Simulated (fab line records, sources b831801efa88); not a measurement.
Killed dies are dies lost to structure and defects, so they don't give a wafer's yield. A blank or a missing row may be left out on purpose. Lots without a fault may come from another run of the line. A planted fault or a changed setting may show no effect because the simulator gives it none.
Which tool did it? | flow gf180mcu | 15 lots, 42 wafers sampled, at 4 steps of a route of 602

WHAT THE GAUGES READ, wafer by wafer
GF_M3_OVL_MEAS_15. Usual: M3_OVL 3 nm, standard deviation 5.6.
lot  | measured     | on         | M3_OVL (nm) | flag
L848 | day 21 21:49 | overlay-01 | 14 -6 11    |
L849 | day 22 10:19 | overlay-01 | 8 9 -1      |
L851 | day 22 19:28 | overlay-01 | 4 0 -9      |
L852 | day 23 05:03 | overlay-02 | -2 9 16     |
L853 | day 23 01:25 | overlay-01 | 6 4 7       |
L854 | day 23 16:19 | overlay-02 | 3 1 -5      |
L855 | day 24 01:23 | overlay-02 | 11 10 9     |
L856 | day 24 07:16 | overlay-02 | 1 9 3       |
L857 | day 24 10:40 | overlay-01 | 1 5 9       |
L859 | day 25 11:01 | overlay-01 | 1 -3 5      |
L861 | day 26 00:34 | overlay-01 | -4 -4       |
L862 | day 26 04:57 | overlay-01 | 1 0 -5      |
L863 | day 26 16:58 | overlay-01 | -1 0        |
L864 | day 26 20:31 | overlay-02 | 0 -8        |
L871 | day 28 19:55 | overlay-01 | -3 2 3      |

GF_V3_THK_MEAS_03. Usual: V3_CVD_02_THK 852 nm, standard deviation 9.7.
lot  | measured     | on            | V3_CVD_02_THK (nm) | flag
L848 | day 21 22:42 | film_metro-04 | 851 862 852        |
L849 | day 22 11:12 | film_metro-04 | 851 839 852        |
L851 | day 22 20:21 | film_metro-03 | 855 847 849        |
L852 | day 23 05:58 | film_metro-03 | 853 864 848        |
L853 | day 23 02:17 | film_metro-03 | 833 859 852        |
L854 | day 23 17:16 | film_metro-03 | 838 850 859        |
L855 | day 24 02:16 | film_metro-04 | 841 855 871        |
L856 | day 24 08:08 | film_metro-04 | 847 860 858        |
L857 | day 24 11:42 | film_metro-04 | 851 853 866        |
L859 | day 25 12:20 | film_metro-01 | 838 852 857        |
L861 | day 26 01:27 | film_metro-03 | 849 856            |
L862 | day 26 05:50 | film_metro-04 | 845 847 866        |
L863 | day 26 17:53 | film_metro-03 | 864 873            |
L864 | day 26 21:25 | film_metro-01 | 843 855            |
L871 | day 28 20:48 | film_metro-03 | 830 846 847        |

WHICH TOOL RAN EACH LOT (tool, then ch and the chambers of the sampled wafers, then the start)
lot  | GF_STI_CMP_25                | GF_LVPWELL_DEHYDRATE_00
L848 | cmp-02 ch 1,3, day 2 08:43   | litho_track-03 ch 0, day 4 00:06
L849 | cmp-02 ch 0,2,3, day 2 18:23 | litho_track-02 ch 0, day 4 07:58
L851 | cmp-01 ch 2,3, day 2 23:47   | litho_track-01 ch 0, day 4 11:12
L852 | cmp-02 ch 1,2,3, day 3 03:09 | litho_track-02 ch 0, day 4 16:11
L853 | cmp-01 ch 0,2,3, day 3 03:32 | litho_track-01 ch 0, day 4 16:08
L854 | cmp-01 ch 1,2, day 3 13:57   | litho_track-02 ch 0, day 5 01:50
L855 | cmp-02 ch 0,1,3, day 3 17:15 | litho_track-03 ch 0, day 5 06:27
L856 | cmp-02 ch 1,3, day 3 22:13   | litho_track-02 ch 0, day 5 10:28
L857 | cmp-01 ch 1,3, day 4 02:05   | litho_track-01 ch 0, day 5 14:56
L859 | cmp-02 ch 1,2,3, day 4 11:40 | litho_track-02 ch 0, day 6 03:20
L861 | cmp-01 ch 0,1, day 4 22:35   | litho_track-01 ch 0, day 6 15:09
L862 | cmp-02 ch 1,2, day 5 04:10   | litho_track-02 ch 0, day 6 19:20
L863 | cmp-01 ch 1,3, day 5 11:44   | litho_track-01 ch 0, day 7 01:48
L864 | cmp-01 ch 0,2, day 5 13:35   | litho_track-01 ch 0, day 7 06:09
L871 | cmp-02 ch 0,1, day 7 01:59   | litho_track-02 ch 0, day 8 19:59
- GF_STI_CMP_25: polishes, stops on Si3N4, t overpolish 33 s, target thk 524.6 nm.
- GF_LVPWELL_DEHYDRATE_00: time 60 s.

WHAT THE TOOLS THEMSELVES READ (means of the sampled wafers that have a number; where no wafer has one, the mark that the record gives instead)
GF_STI_CMP_25. Usual: motor_current_A 11.7 A, standard deviation 1.4; overpolish_run_s 33.001 s, standard deviation 0.0082; time_to_endpoint_s 123 s, standard deviation 4.6.
lot  | tool   | motor_current_A (A) | overpolish_run_s (s) | time_to_endpoint_s (s) | flag
L848 | cmp-02 | 11.6                | 33.003               | 122                    |
L849 | cmp-02 | 12.3                | 32.999               | 123                    |
L851 | cmp-01 | 11.8                | 33.005               | 132                    |
L852 | cmp-02 | 11.5                | 33.013               | 125                    |
L853 | cmp-01 | 10.8                | 33.005               | 131                    |
L854 | cmp-01 | 12.6                | 33.009               | 127                    |
L855 | cmp-02 | 11.4                | 32.991               | 121                    |
L856 | cmp-02 | 10.7                | 33.005               | 123                    |
L857 | cmp-01 | 11.5                | 33.001               | 117                    |
L859 | cmp-02 | 11.3                | 33.002               | 122                    |
L861 | cmp-01 | 12.0                | 32.998               | 121                    |
L862 | cmp-02 | 11.2                | 32.993               | 127                    |
L863 | cmp-01 | 11.1                | 33.004               | 120                    |
L864 | cmp-01 | 11.9                | 33.007               | 118                    |
L871 | cmp-02 | 11.0                | 32.998               | 119                    |

GF_LVPWELL_DEHYDRATE_00. Usual: run_length_s 89.21 s, standard deviation 0.13.
lot  | tool           | run_length_s (s) | flag
L848 | litho_track-03 | 89.08            |
L849 | litho_track-02 | 89.28            |
L851 | litho_track-01 | 89.32            |
L852 | litho_track-02 | 89.26            |
L853 | litho_track-01 | 89.13            |
L854 | litho_track-02 | 89.26            |
L855 | litho_track-03 | 89.15            |
L856 | litho_track-02 | 89.29            |
L857 | litho_track-01 | 89.25            |
L859 | litho_track-02 | 89.18            |
L861 | litho_track-01 | 103.40           | OFF
L862 | litho_track-02 | 89.14            |
L863 | litho_track-01 | 96.22            | OFF
L864 | litho_track-01 | 103.47           | OFF
L871 | litho_track-02 | 89.31            |

THE ANSWER, worked out from the rows above alone
Rule: a lot is off if the mean of its wafers that have a number lies more than 3 standard deviations from the usual mean. A lot without any number at a reading at which 4 lots or more have one is off too. The other lots that the step has rows for count as sound. The gauges are gone through in route order, then the tools' own readings, and for those a lot's mean is taken as printed above. The first step at which some lot is off is used, and at that step the reading that is off furthest; a lot without a number counts as furthest.
Off: L861, L863, L864, at GF_LVPWELL_DEHYDRATE_00 (run_length_s).
A tool fits if, at that step or a process step before it, it ran every lot that is off, and no sound lot after the first of them. Can't be told from this: 2 tools fit, cmp-01 at GF_STI_CMP_25, litho_track-01 at GF_LVPWELL_DEHYDRATE_00.

WHAT THE SIMULATOR HAD PUT IN
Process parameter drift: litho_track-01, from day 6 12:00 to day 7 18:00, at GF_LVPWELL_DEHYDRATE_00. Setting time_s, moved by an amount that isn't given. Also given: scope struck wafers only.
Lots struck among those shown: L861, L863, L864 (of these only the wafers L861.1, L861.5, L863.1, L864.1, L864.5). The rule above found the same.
